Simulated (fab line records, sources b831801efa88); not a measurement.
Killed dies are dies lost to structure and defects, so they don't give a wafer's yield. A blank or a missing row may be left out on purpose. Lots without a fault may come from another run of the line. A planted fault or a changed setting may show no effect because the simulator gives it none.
Problem report in the 8D (eight disciplines) form, filled by code | flow gf180mcu | the parts of the form that need people (team, actions taken, sign-off) are left out

1. THE PROBLEM
M4_ALCU_RS at GF_M4_RS_MEAS_05 reads a mean of 0.0636 ohm/sq on 6 wafers of 2 lots; wafers without a fault read 0.0696 ohm/sq with a standard deviation of 0.00084. That is -7.2 standard deviations from the usual mean.
The step: measures by four-point-probe.
First seen on wafer L305.1, day 28 07:04, on film_metro-03. The record holds 42 wafers of 14 lots with a number at this step. Rule for "out", or "out of limits": more than 4 standard deviations from the usual mean. The other wafers with a number count as sound.

2. WHAT IT IS AND WHAT IT IS NOT
question                    | is                           | is not
which readings at this step | M4_ALCU_RS                   | -
which lots                  | L304, L305                   | L290, L291, L293, L294, L296, L297, L300, L301, L307, L308, L309, L310
which wafers of those lots  | all that have a number       | -
read on which gauges        | film_metro-03, film_metro-04 | film_metro-02
when                        | from day 28 07:04            | up to then (24 sound wafers); but 12 sound wafers of L307, L308, L309, L310 came after

3. SUSPECTS, AND WHAT RULES EACH OUT
Counting: a tool at a process step up to the reading stays a suspect if it ran every lot that is out and no sound lot after the first of them.
- the gauge at GF_M4_RS_MEAS_05: ruled out. The wafers that are out were read on 2 gauges (film_metro-03, film_metro-04).
- cmp-01 at GF_V3_CMP_26 (polishes, stops on SiO2, t overpolish 15.76 s, target thk 0 nm): ruled out as a lasting fault. Sound lots L307, L310 ran on it after its first lot that is out, L305 (day 28 06:35).
- pvd_sputter-04 at GF_M4_SPUTTER_02 (material AlCu, target thk 450 nm, time 23.9 s): kept. It ran every lot that is out, first L305 (day 28 06:58), and no sound lot after that; its last sound lot up to then is L301 (day 27 12:28).
Left after counting: pvd_sputter-04 at GF_M4_SPUTTER_02.

4. THE CAUSE (what the simulator had put in)
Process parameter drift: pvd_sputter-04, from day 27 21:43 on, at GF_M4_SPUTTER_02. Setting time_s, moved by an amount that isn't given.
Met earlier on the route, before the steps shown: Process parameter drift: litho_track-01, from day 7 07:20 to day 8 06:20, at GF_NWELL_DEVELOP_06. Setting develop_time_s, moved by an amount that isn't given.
Counting left only this tool.

5. THE CHAIN OF EFFECTS, in route order
Each row: a reading whose mean over the struck wafers that have a number lies more than 3 standard deviations from the usual. Only readings for which the record gives a usual standard deviation are gone through. hours: the time from each lot's start at the first step in this table that gives one to its start at this step, as a median over the lots. sigmas: the change in usual standard deviations.
hours | step              | reading     | usual         | on struck wafers | change  | sigmas
0     | GF_M4_RS_MEAS_05  | M4_ALCU_RS  | 0.0696 ohm/sq | 0.0636           | -0.0060 | -7.2
0     | GF_M4_THK_MEAS_06 | M4_ALCU_THK | 451 nm        | 495              | +44     | +7.5
Later measuring or inspecting steps at which every struck wafer that the step has a row for has a number for every such reading, and none has moved that far: GF_M4_CD_MEAS_14.

6. WHAT WOULD HAVE CAUGHT IT SOONER
In this record the first reading out of limits at a measuring or inspecting step was taken at day 28 07:04, 9 hours after the fault began at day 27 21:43.
Of the tool readings at GF_M4_SPUTTER_02 for which the record gives a usual standard deviation, none was out on any struck wafer, so an alarm limit of 4 standard deviations on them would not have fired.
Of the lots that are out (2), L304 began GF_M4_SPUTTER_02 on pvd_sputter-04 after day 28 07:04. A hold on the tool at that time would have spared it.
